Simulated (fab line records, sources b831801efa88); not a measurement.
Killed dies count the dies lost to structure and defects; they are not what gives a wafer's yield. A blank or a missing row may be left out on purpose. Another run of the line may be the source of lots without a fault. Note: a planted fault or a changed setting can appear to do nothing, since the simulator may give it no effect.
Chamber matching | flow gf180mcu | GF_V1_CMP_26 on cmp-02 has 4 sister chambers
The step polishes, stops on SiO2, t overpolish 15 s, target thk 0 nm. 8 wafers are shown with their chamber, then 9 later ones without.

WAFERS WITH THEIR CHAMBER
wafer  | chamber | motor current A (A) | time to endpoint s (s)
L662.5 | 3       | 9.9                 | 86
L669.3 | 2       | 9.1                 | 81
L674.1 | 1       | 11.4                | 86
L674.3 | 3       | 9.5                 | 90
L674.4 | 0       | 10.8                | 90
L675.2 | 0       | 11.4                | 92
L675.4 | 2       | 9.8                 | 88
L675.6 | 1       | 11.2                | 89

WAFERS WITHOUT THEIR CHAMBER
wafer  | motor current A (A) | time to endpoint s (s)
L676.3 | 11.4                | 88
L676.5 | 9.5                 | 88
L676.6 | 9.1                 | 86
L677.1 | 12.4                | 86
L677.4 | 9.0                 | 82
L677.6 | 9.5                 | 87
L679.1 | 9.2                 | 82
L679.5 | 9.6                 | 83
L679.6 | 9.6                 | 86

WHICH CHAMBER EACH ONE RAN IN
wafer  | from the rows above     | in truth
L676.3 | can't be placed: 1 or 0 | 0
L676.5 | can't be placed: 3 or 2 | 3
L676.6 | can't be placed: 2 or 3 | 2
L677.1 | can't be placed: 1 or 0 | 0
L677.4 | can't be placed: 2 or 3 | 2
L677.6 | can't be placed: 3 or 2 | 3
L679.1 | can't be placed: 2 or 3 | 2
L679.5 | can't be placed: 2 or 3 | 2
L679.6 | can't be placed: 2 or 3 | 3
Placed correctly: 0 of 9. Can't be placed from these rows: 9 (the true chamber is among the candidates in 9). 0 placed wrongly.
How it was worked out, from the rows above alone: a wafer's distance from a chamber is the root of the sum, over the readings, of the square of ((its reading less the chamber's mean) divided by the reading's scatter). If the next closest chamber is less than 2 further off than the closest, the wafer can't be placed; otherwise it belongs to the closest. For every chamber, the mean is computed from those of its wafers that are shown. The scatter is the square root of a quotient: the sum, over the shown wafers, of each reading's squared deviation from its chamber's mean, divided by wafers minus chambers.
